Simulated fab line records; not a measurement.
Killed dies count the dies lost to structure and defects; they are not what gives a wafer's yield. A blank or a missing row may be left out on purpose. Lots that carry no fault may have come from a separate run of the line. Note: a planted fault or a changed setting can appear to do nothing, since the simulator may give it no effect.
Chamber matching -- flow gf180mcu -- cmp-02 running GF_CONTACT_CMP_27: 4 sister chambers
The step polishes, stops on SiO2, t overpolish 15 s, target thk 0 nm. 14 wafers are shown with their chamber, then 7 later ones without.

EACH WAFER AND ITS CHAMBER
wafer,chamber,motor-current-A (A),time-to-endpoint-s (s),retaining-ring-pressure-frac
L326.1,2,10.9,64,0.995
L326.2,3,11.3,69,0.997
L326.3,1,10.9,71,1.000
L335.2,2,11.0,65,1.002
L335.4,3,11.9,71,0.992
L335.6,3,11.6,74,0.995
L342.1,2,11.1,69,1.005
L342.2,1,11.0,67,0.999
L342.3,3,11.6,70,0.999
L345.2,1,11.5,68,1.002
L345.4,2,10.9,67,1.001
L345.5,0,12.0,73,1.009
L346.2,0,11.9,72,1.003
L346.3,2,11.0,66,0.993

SIGNATURES (means of the wafers above)
reading,chamber 0,chamber 1,chamber 2,chamber 3,scatter within a chamber
motor-current-A,11.950,11.133,10.980,11.600,0.205
time-to-endpoint-s,72.50,68.67,66.20,71.00,1.95
retaining-ring-pressure-frac,1.00600,1.00033,0.99920,0.99575,0.00388
Rule: a wafer's distance from a chamber is the root of the sum, over the readings, of the square of ((its reading less the chamber's mean) divided by the reading's scatter). If the next closest chamber is less than 2 further off than the closest, the wafer can't be placed; otherwise it belongs to the closest. The scatter: take each reading less its chamber's mean, square it, sum over the shown wafers, divide by the number of wafers less the number of chambers, and take the root.

WAFERS MISSING THEIR CHAMBER
wafer,motor-current-A (A),time-to-endpoint-s (s),retaining-ring-pressure-frac
L346.5,11.3,71,1.002
L348.1,11.0,69,0.994
L348.3,10.9,72,1.005
L348.4,12.0,72,0.999
L347.1,11.1,68,0.994
L347.3,10.9,72,0.998
L347.5,12.0,77,0.999

THE CHAMBER EACH PASSED THROUGH
wafer,from the rows above,in truth
L346.5,can't be placed: 1 or 3 or 2 or 0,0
L348.1,can't be placed: 1 or 2 or 3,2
L348.3,can't be placed: 1 or 2 or 3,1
L348.4,can't be placed: 0 or 3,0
L347.1,can't be placed: 1 or 2 or 3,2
L347.3,can't be placed: 1 or 2 or 3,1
L347.5,can't be placed: 0 or 3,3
0 of 7 placed correctly. Can't be placed from these rows: 7 (the true chamber is among the candidates in 7). 0 placed wrongly.
